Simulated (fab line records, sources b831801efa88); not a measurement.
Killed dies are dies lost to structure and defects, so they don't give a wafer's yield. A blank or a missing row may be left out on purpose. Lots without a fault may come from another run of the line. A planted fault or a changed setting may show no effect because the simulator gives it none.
Problem report in the 8D (eight disciplines) form, filled by code | flow sky130 | the parts of the form that need people (team, actions taken, sign-off) are left out

1. THE PROBLEM
SPACER_CVD_00_THK at SKY_SPACER_THK_MEAS_01 reads a mean of 33.6 nm on 9 wafers of 3 lots; wafers without a fault read 43.1 nm with a standard deviation of 0.48. That is -20 standard deviations from the usual mean.
First seen on wafer L215.1, day 27 08:02, on film_metro-01. The record holds 36 wafers of 12 lots with a number at this step. Rule for "out", or "out of limits": more than 4 standard deviations from the usual mean. The other wafers with a number count as sound.

2. WHAT IT IS AND WHAT IT IS NOT
question                    | is                           | is not
which readings at this step | SPACER_CVD_00_THK            | -
which lots                  | L215, L216, L217             | L203, L204, L205, L206, L207, L212, L213, L225, L226
which wafers of those lots  | all that have a number       | -
read on which gauges        | film_metro-01, film_metro-02 | film_metro-03
when                        | from day 27 08:02            | up to then (21 sound wafers); but 6 sound wafers of L225, L226 came after

3. SUSPECTS, AND WHAT RULES EACH OUT
Counting: a tool at a process step up to the reading stays a suspect if it ran every lot that is out and no sound lot after the first of them.
- the gauge at SKY_SPACER_THK_MEAS_01: ruled out. The wafers that are out were read on 2 gauges (film_metro-01, film_metro-02).
- lpcvd-02 at SKY_SPACER_CVD_00 (deposits Si3N4 from DCS/NH3, target thk 43.1 nm, time 740 s): ruled out as a lasting fault. Sound lots L225, L226 ran on it after its first lot that is out, L215 (day 27 06:14).
Left after counting: nothing in the record.

4. THE CAUSE (what the simulator had put in)
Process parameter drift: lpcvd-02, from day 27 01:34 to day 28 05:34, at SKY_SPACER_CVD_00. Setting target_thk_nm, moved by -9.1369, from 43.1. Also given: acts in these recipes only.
Counting ruled it out, wrongly: the rule takes a fault to strike every lot that its tool runs from its start on, and this one did not.

5. THE CHAIN OF EFFECTS, in route order
Each row: a reading whose mean over the struck wafers that have a number lies more than 3 standard deviations from the usual. Only readings for which the record gives a usual standard deviation are gone through. hours: the time from each lot's start at the first step in this table that gives one to its start at this step, as a median over the lots. sigmas: the change in usual standard deviations.
hours | step                   | reading           | usual      | on struck wafers | change | sigmas
0     | SKY_SPACER_THK_MEAS_01 | SPACER_CVD_00_THK | 43.1 nm    | 33.6             | -9.5   | -20
0     | SKY_SPACER_ETCHBACK_02 | oes_product_au    | 0.854 a.u. | 0.750            | -0.104 | -15
The process steps in it:
- SKY_SPACER_ETCHBACK_02: etches Si3N4 in CH3F/O2, stops on SiO2, time 46.7 s, target depth 45 nm.
Later measuring or inspecting steps at which every struck wafer that the step has a row for has a number for every such reading, and none has moved that far: SKY_POLY_CUT_OVL_MEAS_09, SKY_SD_P_OVL_MEAS_08.

6. WHAT WOULD HAVE CAUGHT IT SOONER
In this record the first reading out of limits at a measuring or inspecting step was taken at day 27 08:02, 6 hours after the fault began at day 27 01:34.
Of the tool readings at SKY_SPACER_CVD_00 for which the record gives a usual standard deviation, none was out on any struck wafer, so an alarm limit of 4 standard deviations on them would not have fired.
